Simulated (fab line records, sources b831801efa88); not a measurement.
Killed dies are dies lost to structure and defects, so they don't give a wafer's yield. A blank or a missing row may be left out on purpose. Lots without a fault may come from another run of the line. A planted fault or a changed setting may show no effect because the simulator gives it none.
Which tool did it? | flow gf180mcu | 13 lots, 39 wafers sampled, at 4 steps of a route of 602

WHAT THE GAUGES READ, wafer by wafer
GF_CONTACT_THK_MEAS_01.
lot  | measured     | on            | CONTACT_CVD_00_THK (nm)
L657 | day 14 21:04 | film_metro-03 | 296 306 304
L658 | day 15 00:53 | film_metro-03 | 299 304 299
L659 | day 15 10:19 | film_metro-03 | 298 300 296
L660 | day 16 01:52 | film_metro-01 | 298 298 301
L665 | day 18 11:33 | film_metro-04 | 307 302 308
L666 | day 18 20:56 | film_metro-04 | 305 302 299
L667 | day 19 09:25 | film_metro-03 | 299 300 301
L668 | day 19 20:24 | film_metro-04 | 300 300 296
L669 | day 19 21:55 | film_metro-01 | 296 301 302
L679 | day 22 20:04 | film_metro-04 | 300 299 298
L680 | day 23 04:55 | film_metro-03 | 300 302 298

WHICH TOOL RAN EACH LOT (tool, then ch and the chambers of the sampled wafers, then the start)
lot  | GF_STI_ETCH_13                    | GF_STI_STRIP_15                     | GF_STI_CMP_25
L657 | rie_diel-03 ch 0,2, day 2 01:43   | plasma_asher-02 ch 0,1, day 2 01:52 | cmp-02 ch 1,2,3, day 2 03:39
L658 | rie_diel-04 ch 0,3, day 2 05:47   | plasma_asher-01 ch 0,1, day 2 05:57 | cmp-01 ch 0,1,2, day 2 08:50
L659 | rie_diel-04 ch 1,2, day 2 11:09   | plasma_asher-03 ch 1, day 2 11:19   | cmp-01 ch 1,3, day 2 13:55
L660 | rie_diel-01 ch 0,2,3, day 2 16:32 | plasma_asher-03 ch 0,1, day 2 16:42 | cmp-01 ch 0,1,3, day 2 18:57
L665 | rie_diel-03 ch 0,1,3, day 3 18:04 | plasma_asher-03 ch 0,1, day 3 18:13 | cmp-02 ch 0,1,3, day 3 20:29
L666 | rie_diel-01 ch 1,2, day 4 00:55   | plasma_asher-01 ch 0,1, day 4 01:04 | cmp-02 ch 1,2, day 4 02:52
L667 | rie_diel-03 ch 2,3, day 4 04:55   | plasma_asher-01 ch 0,1, day 4 05:06 | cmp-02 ch 0,1,2, day 4 07:00
L668 | rie_diel-01 ch 0,2,3, day 4 09:59 | plasma_asher-01 ch 0,1, day 4 10:09 | cmp-01 ch 0,2,3, day 4 12:10
L669 | rie_diel-03 ch 1,2, day 4 15:00   | plasma_asher-03 ch 0,1, day 4 15:10 | cmp-02 ch 0,2, day 4 17:56
L673 | rie_diel-03 ch 0,2, day 5 12:02   | plasma_asher-02 ch 0,1, day 5 12:12 | cmp-01 ch 0,1,2, day 5 13:58
L674 | rie_diel-04 ch 1,3, day 5 16:56   | plasma_asher-01 ch 0,1, day 5 17:06 | cmp-01 ch 0,2,3, day 5 19:04
L679 | rie_diel-04 ch 0,3, day 6 19:00   | plasma_asher-03 ch 0,1, day 6 19:11 | cmp-01 ch 0,2, day 6 20:56
L680 | rie_diel-01 ch 0,2, day 7 00:03   | plasma_asher-03 ch 0,1, day 7 00:13 | cmp-02 ch 0,1,2, day 7 02:49
- GF_STI_ETCH_13: etches the open film in CHF3/O2, stops on Si, target depth 282.31 nm, time 112.9 s.
- GF_STI_STRIP_15: strips in O2/N2.
- GF_STI_CMP_25: polishes, stops on Si3N4, t overpolish 33 s, target thk 524.6 nm.

WHAT THE TOOLS THEMSELVES READ (means of the sampled wafers that have a number; where no wafer has one, the mark that the record gives instead)
GF_STI_ETCH_13.
lot  | tool        | O2_flow_sccm (sccm) | bias_w (W) | drypump_motor_current_A (A) | oes_product_au (a.u.) | throttle_valve_pct (%)
L657 | rie_diel-03 | 5.009               | 199.9      | 5.4                         | 0.836                 | 8.817
L658 | rie_diel-04 | 5.006               | 199.6      | 5.2                         | 0.826                 | 8.816
L659 | rie_diel-04 | 4.993               | 199.8      | 5.9                         | 0.821                 | 8.810
L660 | rie_diel-01 | 5.003               | 200.1      | 6.0                         | 0.825                 | 8.804
L665 | rie_diel-03 | 4.994               | 199.8      | 5.9                         | 0.824                 | 8.803
L666 | rie_diel-01 | 5.003               | 199.9      | 5.8                         | 0.830                 | 8.810
L667 | rie_diel-03 | 4.995               | 199.6      | 5.7                         | 0.833                 | 8.802
L668 | rie_diel-01 | 4.989               | 199.7      | 6.0                         | 0.834                 | 8.806
L669 | rie_diel-03 | 4.999               | 200.9      | 5.5                         | 0.824                 | 8.819
L673 | rie_diel-03 | -                   | -          | -                           | -                     | -
L674 | rie_diel-04 | -                   | -          | -                           | -                     | -
L679 | rie_diel-04 | 5.004               | 199.7      | 5.7                         | 0.840                 | 8.812
L680 | rie_diel-01 | 5.005               | 199.7      | 6.2                         | 0.834                 | 8.809

GF_STI_STRIP_15.
lot  | tool            | drypump_motor_current_A (A) | heater_power_w (W) | oes_product_au (a.u.) | strip_time_to_endpoint_s (s)
L657 | plasma_asher-02 | 5.39                        | 324                | 0.383                 | 3.70
L658 | plasma_asher-01 | 5.48                        | 334                | 0.382                 | 3.70
L659 | plasma_asher-03 | 5.57                        | 314                | 0.382                 | 3.73
L660 | plasma_asher-03 | 5.45                        | 329                | 0.387                 | 3.71
L665 | plasma_asher-03 | 5.34                        | 341                | 0.385                 | 3.77
L666 | plasma_asher-01 | 5.67                        | 312                | 0.386                 | 3.75
L667 | plasma_asher-01 | 5.48                        | 334                | 0.383                 | 3.74
L668 | plasma_asher-01 | 5.46                        | 337                | 0.385                 | 3.78
L669 | plasma_asher-03 | 5.32                        | 342                | 0.383                 | 3.68
L673 | plasma_asher-02 | 5.37                        | 332                | 0.494                 | 6.28
L674 | plasma_asher-01 | 5.64                        | 316                | 0.489                 | 6.23
L679 | plasma_asher-03 | 5.33                        | 345                | 0.381                 | 3.69
L680 | plasma_asher-03 | 5.44                        | 332                | 0.389                 | 3.80

GF_STI_CMP_25.
lot  | tool   | motor_current_A (A)
L657 | cmp-02 | 12.7
L658 | cmp-01 | 11.9
L659 | cmp-01 | 10.5
L660 | cmp-01 | 11.2
L665 | cmp-02 | 12.4
L666 | cmp-02 | 13.3
L667 | cmp-02 | 13.4
L668 | cmp-01 | 11.7
L669 | cmp-02 | 12.9
L673 | cmp-01 | 11.7
L674 | cmp-01 | 11.8
L679 | cmp-01 | 12.2
L680 | cmp-02 | 13.2

THE ANSWER, worked out from the rows above alone
Rule: what is usual is taken from the lots themselves. Put in order of their means at a reading, lots are off if they are a third of the lots or fewer, leave a main group of 4 or more, and stand apart from it by a gap of 3 or more times the standard deviation of the main group's means; of several such gaps the widest counts. A main group whose means are all the same, to the digits that the tables above print for the reading, isn't used. A lot without any number at a reading at which 4 lots or more have one is off too. The other lots that the step has rows for count as sound. The gauges are gone through in route order, then the tools' own readings, and for those a lot's mean is taken as printed above. The first step at which some lot is off is used, and at that step the reading that is off furthest; a lot without a number counts as furthest.
Off: L673, L674, at GF_STI_ETCH_13 (O2_flow_sccm). Without a number there: L673, L674. The main group: mean 5.000 sccm, standard deviation 0.0061.
A tool fits if, at that step or a process step before it, it ran every lot that is off, and no sound lot after the first of them. None of those tried fits.

WHAT THE SIMULATOR HAD PUT IN
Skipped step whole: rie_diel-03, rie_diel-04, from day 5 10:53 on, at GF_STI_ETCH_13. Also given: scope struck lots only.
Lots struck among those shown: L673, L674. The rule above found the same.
